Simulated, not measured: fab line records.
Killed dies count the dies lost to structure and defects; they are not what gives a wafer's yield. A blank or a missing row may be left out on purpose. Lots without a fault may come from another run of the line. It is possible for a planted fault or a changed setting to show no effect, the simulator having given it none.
2 desks, one fault -- flow gf180mcu -- numbers are kept per desk, each desk with only its own; the story behind them comes last

== THE TOOL OWNER'S DESK: pecvd-02 ==
The tool's own readings at GF_V3_CVD_02 (deposits SiO2 from TEOS, target thk 850 nm, time 94.851 s): means of the sampled wafers that have a number, for each lot that ran on this tool. Marked OUT: a lot whose mean sits more than 4 standard deviations from the usual mean, which makes it out of limits; the brackets give that distance.
Columns: A = heater power w at GF_V3_CVD_02, usual 632 W
lot,first seen here,A
L302,day 22 20:10,599
L304,day 23 10:58,655
L306,day 24 09:28,625
L307,day 24 16:53,586
L309,day 25 07:33,585
L318,day 28 02:27,617
L319,day 28 06:58,659
L320,day 28 19:38,599
L321,day 28 23:13,631
L323,day 29 09:22,556
Finding of this desk: none of the 10 lots has anything out of limits.

== METROLOGY DESK ==
What the gauges read, lot by lot, whatever tool the lot ran on: means of the sampled wafers that have a number. Marked OUT: a lot whose mean sits more than 4 standard deviations from the usual mean, which makes it out of limits; the brackets give that distance.
Columns: A = V2_W_THK at GF_V2_THK_MEAS_25, usual 370 nm; B = V3_CVD_02_THK at GF_V3_THK_MEAS_03, usual 848 nm; C = cd nm at GF_V3_CD_MEAS_14, usual 259.5 nm; D = V3_OVL at GF_V3_OVL_MEAS_15, usual -2 nm
lot,first seen here,A,B,C,D
L300,day 21 04:01,370,844,260.0,3
L302,day 21 19:28,372,851,261.4,3
L303,day 22 03:09,372,840,258.6,-6
L304,day 22 09:57,373,848,260.5,-1
L306,day 23 08:59,372,858,258.3,-13
L307,day 23 16:47,365,1023 (+16) OUT,259.1,2
L309,day 24 08:56,366,1044 (+18) OUT,259.3,-7
L318,day 27 03:56,360,841,259.8,-7
L319,day 27 08:53,361,837,260.4,-2
L320,day 27 21:53,366,837,260.1,-5
L321,day 28 01:46,376,843,260.0,-4
L323,day 28 11:43,378,849,258.1,-3
Per this desk, out of limits: L307, L309; the first was L307, day 24 16:57 (V3_CVD_02_THK at GF_V3_THK_MEAS_03). L300, L302, L303, L304, L306, L318, L319, L320, L321, L323 stayed within limits.

== ALL TOGETHER ==
An alarm was possible from the metrology desk at day 24 16:57, on L307, L309.
The tool owner's desk saw nothing out of limits.
Tool owner's desk: L307, L309 on record, inside its limits.
The lots listed all ran GF_V3_CVD_02 on pecvd-02.

== WHAT HAD BEEN PUT IN BY THE SIMULATOR ==
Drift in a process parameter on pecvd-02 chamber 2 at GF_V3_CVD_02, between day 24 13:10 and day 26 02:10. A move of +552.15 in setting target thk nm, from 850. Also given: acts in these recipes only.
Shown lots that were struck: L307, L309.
Delay in hours, fault start to first out-of-limits reading, per desk: metrology desk 4.
